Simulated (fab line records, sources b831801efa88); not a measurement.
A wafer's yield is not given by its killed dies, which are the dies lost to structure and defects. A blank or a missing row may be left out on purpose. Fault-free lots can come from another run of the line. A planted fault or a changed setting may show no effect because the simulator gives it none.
Matching of chambers    flow sfqLine    4 sister chambers for SFQ_TRILAYER_L0_VIA_BARC_OPEN_VIA_ETCH_021 on rieDiel-03
The step etches BARC in O2, target depth 125 nm, time 41.7 s. 14 wafers are shown with their chamber, then 7 later ones without.

WAFERS PAIRED WITH THEIR CHAMBERS
wafer   chamber  drypumpMotorCurrentA (A)  oesProductAu (a.u.)
L767.1  0        4.7                       0.687
L767.5  0        4.8                       0.671
L767.6  3        5.8                       0.684
L774.3  1        5.4                       0.689
L774.4  0        4.8                       0.696
L774.5  3        5.9                       0.682
L775.4  2        5.7                       0.687
L775.5  3        5.9                       0.692
L775.6  0        4.8                       0.685
L784.1  1        5.4                       0.687
L784.4  3        5.9                       0.684
L784.6  1        5.4                       0.686
L785.2  1        5.4                       0.687
L785.3  2        5.7                       0.686

SIGNATURES (means of the wafers above)
reading               chamber 0  chamber 1  chamber 2  chamber 3  scatter within a chamber
drypumpMotorCurrentA  4.775      5.400      5.700      5.875      0.0387
oesProductAu          0.68475    0.68725    0.68650    0.68550    0.0062
Rule: a wafer lies at a distance from a chamber equal to the root of the sum of squares, over the readings, of (its reading less the chamber's mean, divided by the reading's scatter). If the next closest chamber is less than 2 further off than the closest, the wafer can't be placed; otherwise it belongs to the closest. The scatter is the square root of a quotient: the sum, over the shown wafers, of each reading's squared deviation from its chamber's mean, divided by wafers minus chambers.

WAFERS WHOSE CHAMBER IS MISSING
wafer   drypumpMotorCurrentA (A)  oesProductAu (a.u.)
L785.5  5.9                       0.692
L787.1  5.4                       0.687
L787.2  5.9                       0.678
L787.6  5.4                       0.681
L789.1  5.4                       0.679
L789.3  5.7                       0.687
L789.5  5.9                       0.680

WHICH CHAMBER EACH WENT THROUGH
wafer   from the rows above  in truth
L785.5  3                    3
L787.1  1                    1
L787.2  3                    3
L787.6  1                    1
L789.1  1                    1
L789.3  2                    2
L789.5  3                    3
7 of 7 placed correctly. Left unplaced by these rows: 0. Placed wrongly: 0.
